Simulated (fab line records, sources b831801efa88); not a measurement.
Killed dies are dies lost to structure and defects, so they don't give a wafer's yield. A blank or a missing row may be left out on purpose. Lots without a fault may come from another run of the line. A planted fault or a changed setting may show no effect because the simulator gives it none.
fab line records | flow gf180mcu
record lots=5 wafers=15 last_day=34
route steps=602 shown SAB@276 SALICIDE@278 CONTACT@287
lots that met no fault: from a run of the same line without faults
start_h: hours from the record's first day to the start of the lot's first wafer shown | wait_h: hours since the lot's step before | " the same as in the row above | L1.1+2: a row that stands for several wafers | - no value, or no start given | * or withheld: withheld | < > ~ a bound
route shown NAME@n: a module of which the file shows steps, and the number in the route of the first | usual: mean/standard deviation of fault-free wafers | same: alike in all rows | chamber/n: place in a boat | sites: the reading at each site | _std_site: their standard deviation | _edge_site: outer sites' mean less inner sites' | radius_mm: how far each site lies from the wafer's centre | mask NAME#n: copy n | behind: the tool/chamber that last shaped the wafer | hold: why the lot was held/for how many hours/how that ended | device: the transistor (n, p or np) that didn't switch | end of line: the same wafers' tests at the end of the route | a step without rows: its recipe alone | killed: dies lost to structure and defects at the first sort, not the wafer's yield | map: a wafer's dies, x killed, . not, _ none there
set.NAME: the setting as run; set.NAME@STEP: as run at that earlier step | model.NAME: the simulator's own value behind a step, which no gauge read
lots at some steps of the route; a table a step, a row a wafer
services: from which hour (start_h, from the record's first day; less than 0 if before it) a tool's chamber was out of use, for how many hours, and why
## steps
# step GF_SAB_WET_ETCH_12
# recipe chemistry=dHF target_depth_nm=22 dry=n2_spin target=SiO2 temp_c=25.38 dilution=100:1 time_s=440
# same time_s=440
# columns lot.wafer tool chamber start_h wait_h
L077.2+4+6 wet_bench-02 0 362.95 0.0
L085.1+5+6 wet_bench-04 0 437.50 0.0
L086.1+4+6 wet_bench-02 0 440.49 0.0
L089.2+4+5 wet_bench-03 3 482.57 0.0
L096.4+5+6 wet_bench-04 0 530.32 0.0
# step GF_SAB_STRIP_13
# recipe chemistry=O2/N2 power_w=1400 pressure_mtorr=1500 platen_temp_c=250 o2_flow_sccm=3000 n2_flow_sccm=300 overash_fraction=0.5
# usual drypump_motor_current_A=5.50/0.27 heater_power_w=337/18 oes_product_au=0.710/0.0049 strip_time_to_endpoint_s=12.45/0.031
# columns lot.wafer tool chamber start_h wait_h drypump_motor_current_A heater_power_w oes_product_au rf_hours_counter_h strip_time_to_endpoint_s
L077.2 plasma_asher-04 0 363.08 0.0 5.38 312 0.697 57 12.46
L077.4 " 0 " " 5.35 318 0.713 - 12.45
L077.6 " 1 " " 5.43 337 0.708 - 12.44
L085.1 plasma_asher-04 0 437.63 0.0 5.36 321 0.709 65 12.45
L085.5 " 1 " " 5.47 333 0.711 - 12.41
L085.6 " 0 " " 5.38 321 0.703 - 12.48
L086.1 plasma_asher-04 0 440.62 0.0 5.39 317 0.712 65 12.44
L086.4 " 1 " " 5.48 333 0.707 - 12.46
L086.6 " 1 " " 5.44 340 0.709 - 12.45
L089.2 plasma_asher-03 0 482.70 0.0 5.52 321 0.704 40 12.49
L089.4 " 1 " " 5.89 368 0.713 - 12.48
L089.5 " 0 " " 5.52 327 0.711 - 12.46
L096.4 plasma_asher-02 1 530.48 0.0 5.04 341 0.707 - 12.48
L096.5 " 1 " " 5.08 340 0.704 - 12.45
L096.6 " 0 " " 5.94 347 0.709 - 12.42
# step GF_SALICIDE_CLEAN_00
# recipe chemistry=SC1/SC2 mix=1:4:20 temp_c=70 time_s=150
# same time_s=150
# columns lot.wafer tool chamber start_h wait_h
L077.2+4+6 wet_bench-01 0 363.18 0.1
L085.1+5+6 wet_bench-04 0 437.73 0.1
L086.1+4+6 wet_bench-02 0 440.72 0.1
L089.2+4+5 wet_bench-01 2 482.80 0.1
L096.4+5+6 wet_bench-02 0 530.55 0.0
# step GF_SALICIDE_WET_ETCH_01
# recipe chemistry=dHF target_depth_nm=5 dry=ipa_marangoni target=SiO2 temp_c=25 dilution=100:1 time_s=100
# same time_s=100
# columns lot.wafer tool chamber start_h wait_h
L077.2+4+6 wet_bench-02 0 363.23 0.0
L085.1+5+6 wet_bench-02 0 437.78 0.0
L086.1+4+6 wet_bench-02 3 440.77 0.0
L089.2+4+5 wet_bench-04 3 482.85 0.0
L096.4+5+6 wet_bench-04 2 530.60 0.0
# step GF_SALICIDE_SPUTTER_02
# recipe material=Co target_thk_nm=10 power_w=1000 time_s=20 chamber_pressure_pa=0.4
# usual throttle_valve_pct=29.9/1.2
# same time_s=20
# columns lot.wafer tool chamber start_h wait_h throttle_valve_pct
L077.2 pvd_sputter-02 - 363.27 0.0 29.5
L077.4 " - " " 31.3
L077.6 " - " " 31.7
L085.1 pvd_sputter-02 - 437.82 0.0 30.7
L085.5 " - " " 29.6
L085.6 " - " " 30.6
L086.1 pvd_sputter-02 - 440.81 0.0 31.6
L086.4 " - " " 29.4
L086.6 " - " " 29.7
L089.2 pvd_sputter-02 - 482.89 0.0 30.6
L089.4 " - " " 31.6
L089.5 " - " " 30.8
L096.4 pvd_sputter-04 - 530.64 0.0 31.4
L096.5 " - " " 28.2
L096.6 " - " " 29.4
# step GF_SALICIDE_SPUTTER_03
# recipe material=TiN target_thk_nm=20 power_w=6500 time_s=16.7 chamber_pressure_pa=0.4
# usual throttle_valve_pct=30.0/1.2
# same time_s=16.7
# columns lot.wafer tool chamber start_h wait_h throttle_valve_pct
L077.2 pvd_sputter-02 - 363.29 0.0 29.6
L077.4 " - " " 31.2
L077.6 " - " " 31.4
L085.1 pvd_sputter-02 - 437.85 0.0 30.6
L085.5 " - " " 29.9
L085.6 " - " " 30.7
L086.1 pvd_sputter-02 - 440.83 0.0 31.3
L086.4 " - " " 29.4
L086.6 " - " " 29.5
L089.2 pvd_sputter-02 - 482.92 0.0 30.5
L089.4 " - " " 31.2
L089.5 " - " " 30.8
L096.4 pvd_sputter-04 - 530.66 0.0 31.5
L096.5 " - " " 28.1
L096.6 " - " " 29.3
# step GF_SALICIDE_RS_MEAS_04
# recipe thk_meas_gauge=four-point-probe reads=TiN_of_SALICIDE_SPUTTER_03+Co_of_SALICIDE_SPUTTER_02
# usual SALICIDE_TIN_RS=16.48/0.27
# columns lot.wafer tool chamber start_h wait_h SALICIDE_TIN_RS[ohm/sq]
L077.2 film_metro-03 - 363.34 0.0 16.11
L077.4 " - " " 16.41
L077.6 " - " " 16.34
L085.1 film_metro-02 - 437.87 0.0 16.61
L085.5 " - " " 16.52
L085.6 " - " " 16.56
L086.1 film_metro-04 - 440.86 0.0 16.61
L086.4 " - " " 16.53
L086.6 " - " " 16.45
L089.2 film_metro-02 - 482.96 0.0 16.17
L089.4 " - " " 16.59
L089.5 " - " " 16.13
L096.4 film_metro-02 - 530.75 0.1 16.09
L096.5 " - " " 16.32
L096.6 " - " " 16.55
# step GF_SALICIDE_THK_MEAS_05
# recipe thk_meas_gauge=xrf reads=TiN_of_SALICIDE_SPUTTER_03
# usual SALICIDE_TIN_THK=20.27/0.24
# columns lot.wafer tool chamber start_h wait_h SALICIDE_TIN_THK[nm]
L077.2 film_metro-03 - 363.45 0.1 19.98
L077.4 " - " " 20.19
L077.6 " - " " 20.24
L085.1 film_metro-02 - 437.99 0.1 20.52
L085.5 " - " " 20.59
L085.6 " - " " 20.37
L086.1 film_metro-04 - 440.98 0.1 19.78
L086.4 " - " " 19.63
L086.6 " - " " 19.99
L089.2 film_metro-02 - 483.07 0.1 20.31
L089.4 " - " " 20.30
L089.5 " - " " 20.45
L096.4 film_metro-02 - 530.84 0.1 20.32
L096.5 " - " " 20.64
L096.6 " - " " 20.31
# step GF_SALICIDE_RTA_06
# recipe temp_c=530 time_s=30 ambient=N2
# usual lamp_power_pct=6.47/0.096 wafer_temp_C_max=532.4/0.66
# same time_s=30
# columns lot.wafer tool chamber start_h wait_h lamp_power_pct wafer_temp_C_max
L077.2 rtp_anneal-02 0 363.52 0.1 6.39 532.6
L077.4 " 0 " " 6.39 532.3
L077.6 " 0 " " 6.39 532.6
L085.1 rtp_anneal-02 0 438.05 0.1 6.39 533.8
L085.5 " 0 " " 6.39 533.9
L085.6 " 0 " " 6.39 533.1
L086.1 rtp_anneal-01 0 441.04 0.1 6.59 532.0
L086.4 " 0 " " 6.57 531.9
L086.6 " 0 " " 6.58 532.6
L089.2 rtp_anneal-02 0 483.14 0.1 6.39 532.8
L089.4 " 0 " " 6.39 533.2
L089.5 " 0 " " 6.39 533.8
L096.4 rtp_anneal-02 0 531.07 0.2 6.38 532.0
L096.5 " 0 " " 6.40 532.1
L096.6 " 0 " " 6.38 532.4
# step GF_SALICIDE_WET_ETCH_07
# recipe chemistry=SPM target_depth_nm=120 dry=n2_spin
# columns lot.wafer tool chamber start_h wait_h
L077.2+4+6 wet_bench-04 3 363.60 0.1
L085.1+5+6 wet_bench-02 0 438.15 0.1
L086.1+4+6 wet_bench-01 0 441.14 0.1
L089.2+4+5 wet_bench-01 1 483.22 0.1
L096.4+5+6 wet_bench-01 3 531.27 0.1
# step GF_SALICIDE_RTA_08
# recipe temp_c=800 time_s=30 ambient=N2
# usual lamp_power_pct=17.99/0.27 wafer_temp_C_max=803.5/0.88
# same time_s=30
# columns lot.wafer tool chamber start_h wait_h lamp_power_pct wafer_temp_C_max
L077.2 rtp_anneal-01 0 363.71 0.0 18.29 802.6
L077.4 " 0 " " 18.28 802.7
L077.6 " 0 " " 18.26 804.0
L085.1 rtp_anneal-01 0 438.25 0.0 18.26 802.9
L085.5 " 0 " " 18.27 801.7
L085.6 " 0 " " 18.30 802.1
L086.1 rtp_anneal-02 0 441.24 0.0 17.71 805.5
L086.4 " 0 " " 17.75 803.5
L086.6 " 0 " " 17.74 803.0
L089.2 rtp_anneal-01 0 483.34 0.0 18.30 803.4
L089.4 " 0 " " 18.29 804.0
L089.5 " 0 " " 18.29 803.0
L096.4 rtp_anneal-01 0 531.41 0.1 18.28 802.3
L096.5 " 0 " " 18.28 802.8
L096.6 " 0 " " 18.31 803.2
# step GF_CONTACT_CVD_00
# recipe material=SiO2 target_thk_nm=300 sigma_open_frac=0.3 temp_c=400 time_s=50 sih4_flow_sccm=60 pressure_mtorr=6
# same time_s=50
# columns lot.wafer tool chamber start_h wait_h
L077.2+4+6 hdpcvd-02 2,1,0 363.79 0.1
L085.1+5+6 hdpcvd-02 1,2,1 438.35 0.1
L086.1+4+6 hdpcvd-01 1,2,1 441.34 0.1
L089.2+4+5 hdpcvd-01 0,2,0 483.42 0.1
L096.4+5+6 hdpcvd-01 0,2,1 531.48 0.1
# step GF_CONTACT_THK_MEAS_01
# recipe reads=SiO2_of_CONTACT_CVD_00
# usual CONTACT_CVD_00_THK=301/3.2
# columns lot.wafer tool chamber start_h wait_h CONTACT_CVD_00_THK[nm]
L077.2 film_metro-02 - 363.85 0.0 299
L077.4 " - " " 309
L077.6 " - " " 306
L085.1 film_metro-01 - 438.40 0.0 309
L085.5 " - " " 304
L085.6 " - " " 307
L086.1 film_metro-01 - 441.39 0.0 297
L086.4 " - " " 298
L086.6 " - " " 299
L089.2 film_metro-03 - 483.48 0.0 303
L089.4 " - " " 303
L089.5 " - " " 300
L096.4 film_metro-02 - 531.54 0.0 299
L096.5 " - " " 303
L096.6 " - " " 299
# step GF_CONTACT_CVD_02
# recipe material=SiO2 target_thk_nm=860 precursor=TEOS temp_c=400 time_s=95.992 rf_w=600
# usual heater_power_w=722/160 rf_fwd_power_W=596.4/2.7
# same time_s=95.992
# columns lot.wafer tool chamber start_h wait_h heater_power_w rf_fwd_power_W
L077.2 pecvd-03 1 363.90 0.0 700 594.3
L077.4 " 1 " " 560 596.6
L077.6 " 0 " " 649 596.6
L085.1 pecvd-02 0 438.46 0.1 1137 598.1
L085.5 " 2 " " 913 593.8
L085.6 " 0 " " 1174 596.6
L086.1 pecvd-03 2 441.45 0.1 683 598.3
L086.4 " 1 " " 558 592.3
L086.6 " 0 " " 699 595.4
L089.2 pecvd-01 2 483.53 0.0 609 595.4
L089.4 " 0 " " 821 596.4
L089.5 " 1 " " 526 598.2
L096.4 pecvd-02 0 531.60 0.1 1131 594.0
L096.5 " 1 " " 653 597.0
L096.6 " 2 " " 888 594.1
# step GF_CONTACT_THK_MEAS_03
# recipe reads=SiO2_of_CONTACT_CVD_02
# usual CONTACT_CVD_02_THK=863/12
# columns lot.wafer tool chamber start_h wait_h CONTACT_CVD_02_THK[nm]
L077.2 film_metro-03 - 363.98 0.0 850
L077.4 " - " " 857
L077.6 " - " " 855
L085.1 film_metro-03 - 438.53 0.0 862
L085.5 " - " " 886
L085.6 " - " " 872
L086.1 film_metro-02 - 441.52 0.0 871
L086.4 " - " " 854
L086.6 " - " " 869
L089.2 film_metro-02 - 483.61 0.0 854
L089.4 " - " " 891
L089.5 " - " " 892
L096.4 film_metro-03 - 531.67 0.0 861
L096.5 " - " " 863
L096.6 " - " " 871
# step GF_CONTACT_CMP_04
# recipe material=SiO2 down_force_psi=4 platen_rpm=60 pad_velocity_m_s=0.94248
# usual edge_zone_pressure_frac=1.001/0.0051 motor_current_A=11.7/0.77 time_to_endpoint_s=112/5.4
# columns lot.wafer tool chamber start_h wait_h edge_zone_pressure_frac motor_current_A time_to_endpoint_s
L077.2 cmp-02 0 364.03 0.0 1.003 11.0 106
L077.4 " 2 " " 1.002 11.7 113
L077.6 " 1 " " 0.994 10.5 110
L085.1 cmp-01 1 438.64 0.1 1.001 12.7 109
L085.5 " 0 " " 1.005 11.3 122
L085.6 " 1 " " 1.000 11.2 116
L086.4 cmp-02 2 441.58 0.0 1.005 12.1 109
L086.1 " 0 " " 1.002 11.0 110
L086.6 " 2 " " 1.004 11.8 114
L089.4 cmp-01 2 483.71 0.1 1.000 13.0 122
L089.2 " 3 " " 0.996 12.9 110
L089.5 " 2 " " 1.011 12.1 125
L096.4 cmp-02 2 531.80 0.1 0.992 11.7 116
L096.6 " 0 " " 0.999 10.9 112
L096.5 " 1 " " 1.005 10.5 112
# step GF_CONTACT_BOW_MEAS_05
# recipe mode=bow
# usual CONTACT_BOW=64/7
# columns lot.wafer tool chamber start_h wait_h CONTACT_BOW[um]
L077.2 film_metro-02 - 364.35 0.3 58
L077.4 " - " " 56
L077.6 " - " " 61
L085.1 film_metro-02 - 438.89 0.2 76
L085.5 " - " " 69
L085.6 " - " " 59
L086.1 film_metro-02 - 441.88 0.1 63
L086.4 " - " " 59
L086.6 " - " " 62
L089.2 film_metro-02 - 483.98 0.2 78
L089.4 " - " " 67
L089.5 " - " " 61
L096.4 film_metro-01 - 532.06 0.2 74
L096.5 " - " " 67
L096.6 " - " " 67
# step GF_CONTACT_DEHYDRATE_06
# recipe temp_c=200 time_s=60
# same time_s=60
# columns lot.wafer tool chamber start_h wait_h
L077.2+4+6 litho_track-01 0 375.77 11.4
L085.1+5+6 litho_track-04 0 449.99 11.1
L086.1+4+6 litho_track-04 0 452.64 10.7
L089.2+4+5 litho_track-02 0 495.25 11.2
L096.4+5+6 litho_track-02 0 542.59 10.5
# step GF_CONTACT_HMDS_07
# recipe prime_time_s=60 prime_temp_c=120
# same prime_time_s=60
# columns lot.wafer tool chamber start_h wait_h
L077.2+4+6 litho_track-01 0 375.92 0.1
L085.1+5+6 litho_track-04 0 450.14 0.1
L086.1+4+6 litho_track-04 0 452.79 0.1
L089.2+4+5 litho_track-02 0 495.40 0.1
L096.4+5+6 litho_track-02 0 542.74 0.1
# step GF_CONTACT_COAT_08
# recipe resist=BARC temp_c=withheld time_s=withheld spin_rpm=withheld resist_thk_nm=withheld
# columns lot.wafer tool chamber start_h wait_h
L077.2+4+6 litho_track-01 0 376.07 0.1
L085.1+5+6 litho_track-04 0 450.29 0.1
L086.1+4+6 litho_track-04 0 452.94 0.1
L089.2+4+5 litho_track-02 0 495.55 0.1
L096.4+5+6 litho_track-02 0 542.89 0.1
# step GF_CONTACT_COAT_09
# recipe resist=KrF spin_rpm=withheld resist_thk_nm=1000
# columns lot.wafer tool chamber start_h wait_h
L077.2+4+6 litho_track-01 0 - -
L085.1+5+6 litho_track-04 0 - -
L086.1+4+6 litho_track-04 0 - -
L089.2+4+5 litho_track-02 0 - -
L096.4+5+6 litho_track-02 0 - -
# step GF_CONTACT_SOFTBAKE_10
# recipe temp_c=130 time_s=60 resist=KrF
# same time_s=60
# columns lot.wafer tool chamber start_h wait_h
L077.2+4+6 litho_track-01 0 - -
L085.1+5+6 litho_track-04 0 - -
L086.1+4+6 litho_track-04 0 - -
L089.2+4+5 litho_track-02 0 - -
L096.4+5+6 litho_track-02 0 - -
# step GF_CONTACT_EXPOSE_11
# recipe mask_id=Contact target_cd_nm=220 na=0.68 source_shape=conventional sigma_outer=0.6 dose_mj=38
# usual focus_offset_nm=-0.1/0.41 reticle_temp_C=22.99/0.11 stage_vel_mm_s=499.99/0.24
# same na=0.68 sigma_outer=0.6
# columns lot.wafer tool chamber start_h wait_h mask focus_offset_nm reticle_temp_C stage_vel_mm_s
L077.2 krf_scanner-02 0 - - Contact#0 -0.2 22.99 499.62
L077.4 " 0 " " Contact#0 0.4 23.08 500.25
L077.6 " 0 " " Contact#0 0.1 22.92 499.52
L085.1 krf_scanner-01 0 - - Contact#0 -0.4 22.72 499.82
L085.5 " 0 " " Contact#0 -0.1 22.82 499.79
L085.6 " 0 " " Contact#0 0.5 22.87 499.73
L086.1 krf_scanner-01 0 - - Contact#0 -0.3 22.82 499.85
L086.4 " 0 " " Contact#0 0.4 22.94 499.98
L086.6 " 0 " " Contact#0 0.6 22.89 499.92
L089.2 krf_scanner-01 0 - - Contact#0 -0.2 23.07 500.18
L089.4 " 0 " " Contact#0 0.5 22.97 500.06
L089.5 " 0 " " Contact#0 0.1 23.08 500.62
L096.4 krf_scanner-01 0 - - Contact#0 0.2 23.00 499.89
L096.5 " 0 " " Contact#0 0.1 22.91 499.59
L096.6 " 0 " " Contact#0 -0.3 22.83 499.83
# step GF_CONTACT_PEB_12
# recipe peb_temp_c=135 peb_time_s=90 resist=KrF
# columns lot.wafer tool chamber start_h wait_h
L077.2+4+6 litho_track-04 0 - -
L085.1+5+6 litho_track-04 0 - -
L086.1+4+6 litho_track-01 0 - -
L089.2+4+5 litho_track-01 0 - -
L096.4+5+6 litho_track-01 0 - -
# step GF_CONTACT_DEVELOP_13
# recipe develop_time_s=60 resist=KrF dev_temp_c=21
# columns lot.wafer tool chamber start_h wait_h
L077.2+4+6 litho_track-04 0 387.62 0.2
L085.1+5+6 litho_track-04 0 462.39 0.2
L086.1+4+6 litho_track-01 0 465.40 0.2
L089.2+4+5 litho_track-01 0 507.42 0.2
L096.4+5+6 litho_track-01 0 554.27 0.1
# step GF_CONTACT_CD_MEAS_14
# recipe target_cd_nm=220
# usual cd_nm=220.4/1.4
# columns lot.wafer tool chamber start_h wait_h cd_nm
L077.2 cd_sem-02 - 387.76 0.1 221.1
L077.4 " - " " 221.2
L077.6 " - " " 220.5
L085.1 cd_sem-02 - 462.54 0.1 219.8
L085.5 " - " " 220.1
L085.6 " - " " 221.0
L086.1 cd_sem-02 - 465.55 0.1 219.8
L086.4 " - " " 219.4
L086.6 " - " " 219.1
L089.2 cd_sem-01 - 507.57 0.1 221.7
L089.4 " - " " 220.6
L089.5 " - " " 220.4
L096.4 cd_sem-02 - 554.41 0.1 220.6
L096.5 " - " " 219.0
L096.6 " - " " 221.2
# step GF_CONTACT_OVL_MEAS_15
# usual CONTACT_OVL=-1/4.8
# columns lot.wafer tool chamber start_h wait_h CONTACT_OVL[nm]
L077.2 overlay-01 - 387.87 0.1 1
L077.4 " - " " 2
L077.6 " - " " 3
L085.1 overlay-02 - 462.66 0.1 -3
L085.5 " - " " -3
L085.6 " - " " -8
L086.1 overlay-01 - 465.67 0.1 1
L086.4 " - " " 3
L086.6 " - " " 4
L089.2 overlay-01 - 507.67 0.1 10
L089.4 " - " " 4
L089.5 " - " " 8
L096.4 overlay-02 - 554.48 0.1 -8
L096.5 " - " " -9
L096.6 " - " " -6
# step GF_CONTACT_ETCH_16
# recipe chemistry=N2/H2 target_depth_a=withheld overetch_a=withheld time_s=withheld target=BARC ion_energy_ev=200 source_w=500 bias_w=100 pressure_mtorr=30 n2_flow_sccm=100 h2_flow_sccm=200
# usual drypump_motor_current_A=5.7/0.47 oes_product_au=0.855/0.0052 rf_fwd_power_W=495.6/1.8 throttle_valve_pct=13.224/0.0082
# columns lot.wafer tool chamber start_h wait_h drypump_motor_current_A oes_product_au rf_fwd_power_W throttle_valve_pct
L077.2 rie_diel-03 0 387.90 0.0 6.3 0.846 493.5 13.211
L077.4 " 3 " " 5.8 0.858 496.3 13.238
L077.6 " 2 " " 5.8 0.857 497.1 13.225
L085.1 rie_diel-02 2 462.70 0.0 4.8 0.862 498.3 13.236
L085.5 " 3 " " 5.4 0.853 492.4 13.223
L085.6 " 2 " " 4.8 0.860 495.9 13.216
L086.1 rie_diel-01 1 465.70 0.0 6.2 0.861 497.8 13.242
L086.4 " 3 " " 5.6 0.854 496.1 13.229
L086.6 " 3 " " 5.7 0.846 494.7 13.224
L089.2 rie_diel-03 2 507.70 0.0 5.8 0.867 498.4 13.223
L089.4 " 3 " " 5.8 0.849 494.8 13.218
L089.5 " 2 " " 5.8 0.855 497.4 13.236
L096.4 rie_diel-01 3 554.50 0.0 5.6 0.851 493.8 13.230
L096.5 " 2 " " 5.9 0.862 497.4 13.241
L096.6 " 3 " " 5.7 0.857 492.9 13.222
# step GF_CONTACT_ETCH_17
# recipe chemistry=C4F8/O2/Ar mask_material=KrF target=SiO2 stop_on=CoSi2 source_w=1500 bias_w=1200 pressure_mtorr=40 c4f8_flow_sccm=withheld O2_flow_sccm=6 Ar_flow_sccm=300 time_s=withheld target_depth_a=8600
# usual oes_product_au=0.815/0.005 rf_fwd_power_W=1494/4.6
# columns lot.wafer tool chamber start_h wait_h oes_product_au rf_fwd_power_W
L077.2 rie_diel-03 0 - - 0.812 1500
L077.4 " 3 " " 0.814 1492
L077.6 " 2 " " 0.819 1495
L085.1 rie_diel-02 2 - - 0.818 1495
L085.5 " 3 " " 0.808 1492
L085.6 " 2 " " 0.815 1500
L086.1 rie_diel-01 1 - - 0.809 1498
L086.4 " 3 " " 0.819 1489
L086.6 " 3 " " 0.805 1499
L089.2 rie_diel-03 2 - - 0.818 1500
L089.4 " 3 " " 0.814 1496
L089.5 " 2 " " 0.816 1493
L096.4 rie_diel-01 3 - - 0.813 1484
L096.5 " 2 " " 0.812 1491
L096.6 " 3 " " 0.805 1497
# step GF_CONTACT_STRIP_18
# recipe chemistry=O2/N2 power_w=1400 pressure_mtorr=1500 platen_temp_c=251.7 o2_flow_sccm=3000 n2_flow_sccm=300 overash_fraction=0.5
# usual drypump_motor_current_A=5.6/0.35 heater_power_w=345/21 oes_product_au=0.580/0.0051
# columns lot.wafer tool chamber start_h wait_h drypump_motor_current_A heater_power_w oes_product_au rf_hours_counter_h
L077.2 plasma_asher-02 1 388.06 - 5.0 343 0.584 72
L077.4 " 0 " " 5.9 364 0.583 -
L077.6 " 0 " " 5.9 360 0.576 -
L085.1 plasma_asher-02 1 462.94 - 5.1 335 0.581 80
L085.5 " 0 " " 5.9 360 0.583 -
L085.6 " 1 " " 5.1 341 0.584 -
L086.1 plasma_asher-02 0 465.87 - 5.9 355 0.580 80
L086.4 " 0 " " 5.9 345 0.582 -
L086.6 " 0 " " 5.9 357 0.578 -
L089.2 plasma_asher-03 0 507.86 - 5.5 329 0.578 43
L089.4 " 1 " " 5.9 385 0.590 -
L089.5 " 1 " " 5.9 371 0.578 -
L096.4 plasma_asher-02 0 554.70 - 5.9 349 0.580 -
L096.5 " 0 " " 5.9 352 0.570 -
L096.6 " 1 " " 5.1 348 0.578 -
# step GF_CONTACT_CLEAN_19
# recipe chemistry=SPM
# columns lot.wafer tool chamber start_h wait_h
L077.2+4+6 wet_bench-01 1 388.16 0.1
L085.1+5+6 wet_bench-03 2 463.04 0.1
L086.1+4+6 wet_bench-03 0 465.97 0.1
L089.2+4+5 wet_bench-03 1 507.96 0.1
L096.4+5+6 wet_bench-01 1 554.76 0.0
# step GF_CONTACT_CLEAN_20
# recipe chemistry=DIW
# columns lot.wafer tool chamber start_h wait_h
L077.2+4+6 wet_bench-03 1 388.25 0.0
L085.1+5+6 wet_bench-02 2 463.13 0.0
L086.1+4+6 wet_bench-03 3 466.06 0.0
L089.2+4+5 wet_bench-02 0 508.06 0.0
L096.4+5+6 wet_bench-02 1 554.86 0.0
# step GF_CONTACT_CLEAN_21
# recipe chemistry=dHF time_s=20 dilution=100:1 dry=ipa_marangoni
# same time_s=20
# columns lot.wafer tool chamber start_h wait_h
L077.2+4+6 wet_bench-02 3 388.35 0.0
L085.1+5+6 wet_bench-01 3 463.23 0.0
L086.1+4+6 wet_bench-01 2 466.15 0.0
L089.2+4+5 wet_bench-03 3 508.16 0.0
L096.4+5+6 wet_bench-01 0 554.95 0.0
# step GF_CONTACT_SPUTTER_22
# recipe material=Ti target_thk_nm=15 chamber_pressure_pa=5 power_w=2500 substrate_temp_c=200 time_s=80.02
# usual throttle_valve_pct=29.5/1.1
# same time_s=80.02
# columns lot.wafer tool chamber start_h wait_h throttle_valve_pct
L077.2 pvd_sputter-04 - 388.36 0.0 31.5
L077.4 " - " " 29.2
L077.6 " - " " 29.2
L085.1 pvd_sputter-03 - 463.26 0.0 28.6
L085.5 " - " " 30.5
L085.6 " - " " 29.6
L086.1 pvd_sputter-04 - 466.16 0.0 28.5
L086.4 " - " " 31.1
L086.6 " - " " 27.9
L089.2 pvd_sputter-02 - 508.17 0.0 31.4
L089.4 " - " " 30.6
L089.5 " - " " 31.5
L096.4 pvd_sputter-04 - 554.96 0.0 29.2
L096.5 " - " " 31.2
L096.6 " - " " 28.8
# step GF_CONTACT_SPUTTER_23
# recipe material=TiN target_thk_nm=10 chamber_pressure_pa=5 power_w=4000 time_s=40
# usual throttle_valve_pct=29.5/1
# same time_s=40
# columns lot.wafer tool chamber start_h wait_h throttle_valve_pct
L077.2 pvd_sputter-04 - 388.42 0.0 31.4
L077.4 " - " " 29.2
L077.6 " - " " 29.5
L085.1 pvd_sputter-03 - 463.33 0.0 28.6
L085.5 " - " " 30.2
L085.6 " - " " 29.8
L086.1 pvd_sputter-04 - 466.23 0.0 28.5
L086.4 " - " " 31.3
L086.6 " - " " 28.3
L089.2 pvd_sputter-02 - 508.23 0.0 31.5
L089.4 " - " " 30.6
L089.5 " - " " 31.4
L096.4 pvd_sputter-04 - 555.02 0.0 29.4
L096.5 " - " " 31.3
L096.6 " - " " 28.7
# step GF_CONTACT_CVD_24
# recipe material=W target_thk_nm=300 time_s=90.339 temp_c=400 pressure_torr=40
# usual chamber_pressure_Torr=39.98/0.093 heater_power_w=770/56
# same time_s=90.339
# columns lot.wafer tool chamber start_h wait_h chamber_pressure_Torr heater_power_w
L077.2 cvd_w-01 1 388.46 0.0 39.94 835
L077.4 " 0 " " 39.86 740
L077.6 " 1 " " 40.05 832
L085.1 cvd_w-02 0 463.36 0.0 39.86 719
L085.5 " 0 " " 39.79 710
L085.6 " 1 " " 39.95 720
L086.1 cvd_w-01 0 466.26 0.0 40.03 731
L086.4 " 0 " " 40.07 757
L086.6 " 0 " " 39.91 732
L089.2 cvd_w-02 1 508.27 0.0 40.14 725
L089.4 " 1 " " 40.12 697
L089.5 " 1 " " 40.03 716
L096.4 cvd_w-01 0 555.10 0.1 40.03 769
L096.5 " 1 " " 40.02 859
L096.6 " 0 " " 40.01 765
# step GF_CONTACT_RS_MEAS_25
# recipe thk_meas_gauge=four-point-probe reads=W_of_CONTACT_CVD_24+TiN_of_CONTACT_SPUTTER_23+Ti_of_CONTACT_SPUTTER_22
# usual CONTACT_W_RS=0.381/0.0042
# columns lot.wafer tool chamber start_h wait_h CONTACT_W_RS[ohm/sq]
L077.2 film_metro-03 - 388.58 0.1 0.378
L077.4 " - " " 0.380
L077.6 " - " " 0.381
L085.1 film_metro-01 - 463.47 0.1 0.386
L085.5 " - " " 0.386
L085.6 " - " " 0.383
L086.1 film_metro-01 - 466.36 0.1 0.377
L086.4 " - " " 0.376
L086.6 " - " " 0.378
L089.2 film_metro-02 - 508.39 0.1 0.383
L089.4 " - " " 0.382
L089.5 " - " " 0.386
L096.4 film_metro-01 - 555.22 0.1 0.372
L096.5 " - " " 0.376
L096.6 " - " " 0.370
# step GF_CONTACT_THK_MEAS_26
# recipe thk_meas_gauge=xrf reads=W_of_CONTACT_CVD_24
# usual CONTACT_W_THK=312/4.3
# columns lot.wafer tool chamber start_h wait_h CONTACT_W_THK[nm]
L077.2 film_metro-03 - 388.69 0.1 314
L077.4 " - " " 315
L077.6 " - " " 313
L085.1 film_metro-01 - 463.59 0.1 309
L085.5 " - " " 309
L085.6 " - " " 311
L086.1 film_metro-01 - 466.48 0.1 315
L086.4 " - " " 318
L086.6 " - " " 315
L089.2 film_metro-02 - 508.50 0.1 310
L089.4 " - " " 309
L089.5 " - " " 306
L096.4 film_metro-01 - 555.31 0.1 319
L096.5 " - " " 314
L096.6 " - " " 320
## services
# columns tool chamber start_h hours kind
rie_diel-03 - 345.41 4.3 pm
pvd_sputter-04 - 347.71 1.1 repair
cmp-02 - 349.35 4.9 pm
plasma_asher-02 - 354.33 14.6 pm
rie_diel-03 0 361.91 5.0 repair
krf_scanner-01 - 380.49 0.3 repair
rie_diel-01 3 381.60 7.2 repair
plasma_asher-02 - 381.77 5.9 repair
plasma_asher-02 - 385.60 1.0 repair
rie_diel-03 0 402.86 4.6 repair
krf_scanner-01 - 403.20 1.3 pm
plasma_asher-02 - 415.64 1.5 repair
wet_bench-04 - 429.42 3.6 repair
wet_bench-01 - 433.53 7.5 repair
rie_diel-03 3 444.92 4.0 repair
wet_bench-02 - 465.96 1.7 repair
krf_scanner-01 - 469.26 0.8 pm
rie_diel-03 1 477.73 3.4 repair
wet_bench-02 - 487.05 2.5 repair
rtp_anneal-01 - 507.02 6.6 pm
rie_diel-03 1 513.73 8.2 repair
krf_scanner-01 - 520.01 1.0 pm
rie_diel-03 2 525.69 1.4 repair
rie_diel-01 0 539.40 9.9 repair
## key
fault none
